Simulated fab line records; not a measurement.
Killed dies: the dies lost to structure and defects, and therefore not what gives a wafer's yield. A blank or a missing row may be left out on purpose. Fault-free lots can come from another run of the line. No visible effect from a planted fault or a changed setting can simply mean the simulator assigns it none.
A struck lot beside a sound one / flow sky130 / 17 steps out of a route of 708
Sound: the wafers L458.1, L458.2, L458.3. Struck: wafers L465.1, L465.2, L465.3. Last of all comes the cause.
At each step with rows: each side's tool, then ch and its chambers, then its first start. Under that, the readings that differ: sound wafers / struck wafers / difference of the means / sigmas: that difference in standard deviations of wafers without a fault.
alike: readings with means less than 2 such deviations apart, plus words and numbers identical on both sides. not compared: withheld readings, readings lacking a value on some wafer, bounds such as >300 that could conceal the same value, and numbers that have no deviation in the record and whose values overlap.
Wherever a step has rows on one side only, a row that says differs or no value, or a row with sigmas, the two part there. Numbers that have no deviation but don't overlap get no sigmas and don't part them. Lack of a reading on every wafer of one side parts them only where that side has two or more wafers.

first, 5 steps without rows for these wafers: SKY_SD_N_COAT_02 (resist thk 1140 nm); SKY_SD_N_SOFTBAKE_03 (time 60 s); SKY_SD_N_EXPOSE_04 (exposes mask NSDM, target cd 380 nm); SKY_SD_N_PEB_05; SKY_SD_N_DEVELOP_06 (develop time 60 s).
SKY_SD_N_CD_MEAS_07 targets a cd of 380 nm.
  sound: cd-sem-01 at day 27 22:25; struck: cd-sem-01 at day 30 15:28
  alike: cd-nm
SKY_SD_N_OVL_MEAS_08:
  sound: overlay-02 at day 27 22:32; struck: overlay-01 at day 30 15:35
  alike: SD_N_OVL
then, 2 steps without rows for these wafers: SKY_SD_N_IMPLANT_09; SKY_SD_N_IMPLANT_10.
SKY_SD_N_STRIP_11: strips in O2/N2.
  sound on plasma-asher-01 ch 0,1, day 27 22:52; struck on plasma-asher-02 ch 0,1, day 30 15:55
  alike: drypump-motor-current-A, oes-product-au, strip-time-to-endpoint-s
  not compared: rf-hours-counter-h
SKY_SD_N_TW_MEAS_12:
  sound: film-metro-02 at day 27 22:58; struck: film-metro-04 at day 30 16:01
reading=SD_N_TW; sound=3926 3948 3949; struck=4097 4077 4091; difference=+147; sigmas=+3
then, 1 step without rows for these wafers: SKY_SD_N_CLEAN_13 (cleans in SC1/SC2, time 150 s).
SKY_SD_N_RTA_14: time 2 s.
  sound on rtp-anneal-01 ch 0, day 27 23:05; struck on rtp-anneal-02 ch 0, day 30 16:08
  alike: lamp-power-pct, wafer_temp_C_max
SKY_SD_N_RS_MEAS_16: a four-point-probe measurement.
  sound: film-metro-03 at day 27 23:15; struck: film-metro-03 at day 30 17:18
reading=SD_N_RS (ohm/sq); sound=68.10 68.01 68.03; struck=70.76 70.49 70.42; difference=+2.51; sigmas=+21
  not compared: hold
SKY_SD_N_RS_MEAS_17: a four-point-probe measurement.
  sound: film-metro-03 at day 27 23:22; struck: film-metro-03 at day 30 23:25
reading=SD_P_RS (ohm/sq); sound=147.0 146.5 147.0; struck=163.0 162.3 162.5; difference=+15.8; sigmas=+44
  not compared: hold
SKY_SD_N_RS_MEAS_18: a four-point-probe measurement.
  sound: film-metro-03 at day 27 23:29; struck: film-metro-03 at day 31 04:07
reading=hold; sound=- - -; struck=await-dispo/4.6h/release await-dispo/4.6h/release await-dispo/4.6h/release; difference=no value on the sound wafers; sigmas=
reading=RES_XHIGH_RS (ohm/sq); sound=330.3 329.1 329.6; struck=334.2 334.8 335.2; difference=+5.1; sigmas=+4
-- here the record skips 17 days between the struck wafers' starts before and after, leaving off in module SD_N and picking up in module PAD_OPEN (first step shown: number 708 of the route) --
SKY_PAD_OPEN_PROBE_99:
  sound: prober-02 at day 45 17:28; struck: prober-02 at day 47 19:08
reading=model.etest.res-xhigh-po.line-ohm-um; sound=5416 5526 5859; struck=7016 6861 6982; difference=+1353; sigmas=
reading=model.etest.res-xhigh-po.rs-ohm-sq-rim-less-centre; sound=82.09 53.89 47.84; struck=612.1 573.6 611.9; difference=+537.9; sigmas=
reading=model.etest.res-xhigh-po.rs-ohm-sq-range; sound=110.4 106.4 103.8; struck=624.9 614.9 645.5; difference=+521.6; sigmas=
reading=model.etest.res-xhigh-po.rs-ohm-sq; sound=1928 1944 2029; struck=2455 2418 2446; difference=+473; sigmas=
reading=model.etest.pfet_01v8.r-on-ohm-um; sound=2829 2802 2806; struck=3128 3147 3116; difference=+318; sigmas=
reading=model.etest.res-pdiff.line-ohm-um; sound=1333 1321 1314; struck=1546 1547 1554; difference=+226; sigmas=
reading=model.etest.tip-p.rs-ohm-sq; sound=6821 6800 6822; struck=7133 7116 7144; difference=+317; sigmas=
reading=model.etest.tip-p.rs-ohm-sq-rim-less-centre; sound=-121.9 -5.076 -112.4; struck=141.5 153.9 122.1; difference=+219.0; sigmas=
  alike: killed_at_M0_to_M3, killed_at_M4_up, killed-at-contacts, killed-at-front-end, killed-at-other, killed-dies, killed-on-rim, killed-open, killed-short

WHERE THEY PART
Earliest at SKY_SD_N_TW_MEAS_12; latest, in this record, at SKY_SD_N_RS_MEAS_18. Later steps at which nothing parts them and some readings are alike: SKY_PAD_OPEN_PROBE_99.

WHY: what the simulator had put in
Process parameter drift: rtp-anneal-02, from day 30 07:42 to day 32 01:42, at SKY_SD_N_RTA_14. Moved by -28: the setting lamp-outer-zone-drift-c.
